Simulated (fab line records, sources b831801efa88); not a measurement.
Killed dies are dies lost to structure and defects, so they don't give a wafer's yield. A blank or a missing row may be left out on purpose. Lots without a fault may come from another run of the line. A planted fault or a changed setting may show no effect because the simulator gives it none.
fab line records | flow sky130
record lots=11 wafers=33 last_day=50
route steps=708 shown VIA3@586 CAP2M@606 METAL5@675 PASSIVATION@683
lots that met no fault: from a run of the same line without faults
start_h: hours from the record's first day to the start of the lot's first wafer shown | wait_h: hours since the lot's step before | " the same as in the row above | L1.1+2: a row that stands for several wafers | - no value, or no start given | * or withheld: withheld | < > ~ a bound
route shown NAME@n: a module of which the file shows steps, and the number in the route of the first | usual: mean/standard deviation of fault-free wafers | same: alike in all rows | chamber/n: place in a boat | sites: the reading at each site | _std_site: their standard deviation | _edge_site: outer sites' mean less inner sites' | radius_mm: how far each site lies from the wafer's centre | mask NAME#n: copy n | behind: the tool/chamber that last shaped the wafer | hold: why the lot was held/for how many hours/how that ended | device: the transistor (n, p or np) that didn't switch | end of line: the same wafers' tests at the end of the route | a step without rows: its recipe alone | killed: dies lost to structure and defects at the first sort, not the wafer's yield | map: a wafer's dies, x killed, . not, _ none there
set.NAME: the setting as run; set.NAME@STEP: as run at that earlier step | model.NAME: the simulator's own value behind a step, which no gauge read
steps of the route over a sample of lots; a table a step, a row a wafer
services: from which hour (start_h, from the record's first day; less than 0 if before it) a tool's chamber was out of use, for how many hours, and why
## steps
# step SKY_VIA3_OVL_MEAS_13
# usual VIA3_OVL=-2/5.3
# columns lot.wafer tool chamber start_h wait_h VIA3_OVL[nm]
L836.1 overlay-02 - 925.27 0.1 -6
L836.5 " - " " 2
L836.6 " - " " -1
L838.1 overlay-01 - 945.68 0.1 0
L838.4 " - " " 1
L838.5 " - " " 1
L839.1 overlay-02 - 950.94 0.1 -5
L839.2 " - " " -2
L839.3 " - " " -2
L841.2 overlay-02 - 969.71 0.1 -4
L841.3 " - " " -1
L841.4 " - " " -1
L843.2 overlay-02 - 977.36 0.1 -7
L843.3 " - " " -1
L843.4 " - " " -11
L844.2 overlay-01 - 982.88 0.1 0
L844.4 " - " " -2
L844.5 " - " " 1
L845.1 overlay-01 - 989.14 0.1 0
L845.2 " - " " -1
L845.6 " - " " -5
L847.3 overlay-02 - 1005.13 0.1 3
L847.4 " - " " -4
L847.5 " - " " -7
L849.1 overlay-02 - 1013.95 0.1 5
L849.2 " - " " 4
L849.5 " - " " 8
L850.4 overlay-02 - 1025.77 0.1 0
L850.5 " - " " 5
L850.6 " - " " 2
L859.2 overlay-01 - 1081.09 0.1 8
L859.4 " - " " 10
L859.6 " - " " 5
# step SKY_CAP2M_RS_MEAS_03
# recipe thk_meas_gauge=four-point-probe reads=TiN_of_CAP2M_SPUTTER_02
# usual CAP2M_TIN_RS=6.92/0.13
# columns lot.wafer tool chamber start_h wait_h CAP2M_TIN_RS[ohm/sq]
L836.1 film_metro-03 - 927.04 0.1 6.92
L836.5 " - " " 6.94
L836.6 " - " " 7.01
L838.1 film_metro-02 - 947.42 0.1 6.99
L838.4 " - " " 6.90
L838.5 " - " " 6.95
L839.1 film_metro-02 - 952.75 0.1 7.00
L839.2 " - " " 6.96
L839.3 " - " " 7.16
L841.2 film_metro-03 - 974.77 0.1 7.11
L841.3 " - " " 7.06
L841.4 " - " " 6.80
L843.2 film_metro-01 - 979.13 0.1 6.72
L843.3 " - " " 6.99
L843.4 " - " " 6.84
L844.2 film_metro-03 - 985.12 0.1 6.89
L844.4 " - " " 6.71
L844.5 " - " " 6.91
L845.1 film_metro-01 - 990.88 0.1 6.96
L845.2 " - " " 7.17
L845.6 " - " " 6.95
L847.3 film_metro-03 - 1006.95 0.1 6.98
L847.4 " - " " 7.09
L847.5 " - " " 6.99
L849.1 film_metro-02 - 1015.77 0.1 6.97
L849.2 " - " " 6.80
L849.5 " - " " 6.85
L850.4 film_metro-01 - 1027.56 0.1 6.85
L850.5 " - " " 6.82
L850.6 " - " " 6.77
L859.2 film_metro-01 - 1083.24 0.1 7.06
L859.4 " - " " 7.12
L859.6 " - " " 7.01
# step SKY_METAL5_DESCUM_14
# recipe chemistry=O2 source_power_w=150 bias_power_w=0 pressure_mtorr=10 temp_c=40 time_s=11
# usual drypump_motor_current_A=5.77/0.25 oes_product_au=0.994/0.023
# same time_s=11
# columns lot.wafer tool chamber start_h wait_h drypump_motor_current_A oes_product_au rf_hours_counter_h
L836.1 rie_metal-04 1 1027.33 0.1 5.66 1.007 16
L836.5 " 0 " " 5.47 0.987 -
L836.6 " 1 " " 5.66 1.009 -
L838.1 rie_metal-03 1 1042.63 0.1 5.61 0.978 12
L838.4 " 0 " " 5.79 0.971 -
L838.5 " 0 " " 5.77 0.958 -
L839.1 rie_metal-03 1 1051.37 0.1 5.61 0.975 12
L839.2 " 0 " " 5.78 0.958 20
L839.3 " 1 " " 5.61 0.981 -
L841.2 rie_metal-04 0 1067.25 0.1 5.46 0.990 17
L841.3 " 0 " " 5.47 0.990 -
L841.4 " 1 " " 5.66 1.011 -
L843.2 rie_metal-03 0 1072.72 0.1 5.79 0.958 22
L843.3 " 0 " " 5.79 0.956 -
L843.4 " 1 " " 5.64 0.969 -
L844.2 rie_metal-04 0 1078.03 0.1 5.46 0.976 -
L844.4 " 0 " " 5.46 0.990 -
L844.5 " 0 " " 5.45 0.985 -
L845.1 rie_metal-02 1 1081.98 0.1 6.15 1.046 23
L845.2 " 0 " " 6.10 1.010 9
L845.6 " 0 " " 6.10 1.008 -
L847.3 rie_metal-03 0 1097.76 0.1 5.81 0.978 -
L847.4 " 1 " " 5.61 0.975 -
L847.5 " 0 " " 5.76 0.975 -
L849.1 rie_metal-02 0 1104.40 0.1 6.09 1.010 10
L849.2 " 1 " " 6.16 1.043 24
L849.5 " 1 " " 6.15 1.032 -
L850.4 rie_metal-02 0 1114.64 0.1 6.10 1.009 -
L850.5 " 1 " " 6.14 1.028 -
L850.6 " 0 " " 6.08 1.015 -
L859.2 rie_metal-04 0 1164.47 0.1 5.46 0.993 26
L859.4 " 0 " " 5.46 0.984 -
L859.6 " 0 " " 5.46 0.985 -
# step SKY_PASSIVATION_CVD_02
# recipe material=Si3N4 target_thk_nm=540 temp_c=400 time_s=withheld rf_w=450
# usual heater_power_w=711/87 rf_fwd_power_W=449.1/1.4 susceptor_temp_C=400.04/0.21
# columns lot.wafer tool chamber start_h wait_h heater_power_w rf_fwd_power_W susceptor_temp_C
L836.1 pecvd-01 2 1028.28 0.1 694 449.9 399.88
L836.5 " 0 " " 618 449.2 400.28
L836.6 " 1 " " 740 449.5 400.06
L838.1 pecvd-04 1 1043.57 0.1 688 449.6 399.68
L838.4 " 1 " " 752 448.3 399.90
L838.5 " 0 " " 652 450.7 400.36
L839.1 pecvd-02 2 1052.35 0.1 920 449.5 399.77
L839.2 " 0 " " 766 447.9 400.21
L839.3 " 1 " " 618 449.0 399.62
L841.2 pecvd-02 0 1068.19 0.0 689 449.0 400.06
L841.3 " 2 " " 854 451.3 399.93
L841.4 " 2 " " 877 449.8 400.04
L843.2 pecvd-02 1 1073.67 0.0 739 448.1 399.86
L843.3 " 2 " " 894 445.1 400.01
L843.4 " 2 " " 934 448.2 399.80
L844.2 pecvd-04 0 1079.23 0.0 666 452.8 400.40
L844.4 " 0 " " 707 451.2 399.99
L844.5 " 1 " " 764 449.6 400.08
L845.1 pecvd-02 0 1082.92 0.1 717 448.0 400.10
L845.2 " 1 " " 657 449.4 399.88
L845.6 " 1 " " 671 449.3 400.02
L847.3 pecvd-04 2 1098.72 0.0 551 627.2 400.18
L847.4 " 1 " " 722 629.2 400.02
L847.5 " 0 " " 632 629.6 400.15
L849.1 pecvd-04 2 1105.34 0.1 575 630.4 399.85
L849.2 " 1 " " 660 629.4 400.19
L849.5 " 1 " " 669 630.2 399.89
L850.4 pecvd-01 2 1115.73 0.1 670 449.7 400.25
L850.5 " 1 " " 586 446.0 400.22
L850.6 " 0 " " 524 448.6 399.80
L859.2 pecvd-02 0 1165.42 0.0 742 446.7 399.98
L859.4 " 2 " " 923 447.9 399.58
L859.6 " 0 " " 744 447.4 400.15
# step SKY_PASSIVATION_THK_MEAS_03
# recipe reads=Si3N4_of_PASSIVATION_CVD_02
# usual PASSIVATION_CVD_02_THK=540/7.2
# columns lot.wafer tool chamber start_h wait_h hold PASSIVATION_CVD_02_THK[nm]
L836.1 film_metro-04 - 1028.51 - - 535
L836.5 " - " " - 541
L836.6 " - " " - 542
L838.1 film_metro-02 - 1043.80 - - 545
L838.4 " - " " - 553
L838.5 " - " " - 531
L839.1 film_metro-02 - 1052.57 - - 536
L839.2 " - " " - 533
L839.3 " - " " - 540
L841.2 film_metro-03 - 1068.42 - - 532
L841.3 " - " " - 541
L841.4 " - " " - 545
L843.2 film_metro-02 - 1073.91 - - 546
L843.3 " - " " - 534
L843.4 " - " " - 535
L844.2 film_metro-02 - 1079.58 - - 524
L844.4 " - " " - 536
L844.5 " - " " - 549
L845.1 film_metro-04 - 1083.15 - - 541
L845.2 " - " " - 549
L845.6 " - " " - 557
L847.3 film_metro-03 - 1098.97 - await_dispo/0.2h/release 592
L847.4 " - " " await_dispo/0.2h/release 603
L847.5 " - " " await_dispo/0.2h/release 597
L847.3 film_metro-03 - 1099.19 0.2 - 592
L847.4 " - " " - 603
L847.5 " - " " - 598
L849.1 film_metro-04 - 1105.56 - await_dispo/0.2h/release 597
L849.2 " - " " await_dispo/0.2h/release 597
L849.5 " - " " await_dispo/0.2h/release 612
L849.1 film_metro-04 - 1105.79 0.2 - 596
L849.2 " - " " - 597
L849.5 " - " " - 612
L850.4 film_metro-03 - 1115.87 - - 539
L850.5 " - " " - 547
L850.6 " - " " - 540
L859.2 film_metro-02 - 1165.66 - - 525
L859.4 " - " " - 539
L859.6 " - " " - 542
## services
# columns tool chamber start_h hours kind
pecvd-02 2 1004.46 16.5 scheduled_down
rie_metal-03 - 1009.17 1.4 pm
pecvd-02 2 1020.96 2.1 scheduled_down
rie_metal-03 1 1055.13 14.6 repair
rie_metal-03 0 1057.29 2.8 repair
pecvd-04 2 1063.73 2.1 scheduled_down
pecvd-04 2 1066.80 19.8 repair
rie_metal-04 1 1070.24 18.4 repair
pecvd-04 0 1074.19 2.1 scheduled_down
pecvd-01 - 1079.48 2.8 pm
rie_metal-03 - 1091.32 0.6 repair
pecvd-04 2 1092.34 5.5 scheduled_down
rie_metal-02 - 1101.27 2.8 pm
pecvd-02 - 1125.96 0.7 repair
pecvd-02 2 1136.62 5.5 scheduled_down
rie_metal-03 - 1152.04 10.0 pm
pecvd-02 - 1157.73 2.8 pm
pecvd-01 1 1158.89 5.5 scheduled_down
## key
first_sign step=SKY_PASSIVATION_CVD_02 reading=rf_fwd_power_W direction=up sigmas=99+ usual=449.1 struck=629.3
effect step=SKY_PASSIVATION_THK_MEAS_03 reading=visit direction=added
effect step=SKY_PASSIVATION_THK_MEAS_03 reading=PASSIVATION_CVD_02_THK direction=up sigmas=8.2 usual=540 struck=600
met_at SKY_PASSIVATION_CVD_02
struck_lots L847,L849
not_acting_at SKY_VIA3_OVL_MEAS_13,SKY_CAP2M_RS_MEAS_03,SKY_METAL5_DESCUM_14
onset_between 1079.23 1098.72
fault kind=process_parameter_drift tool=pecvd-04 chamber=- onset_h=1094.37 steps=SKY_PASSIVATION_CVD_02 channel=rf_w offset=180 shape=step end_h=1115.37 acts_in=these_recipes_only stated=450
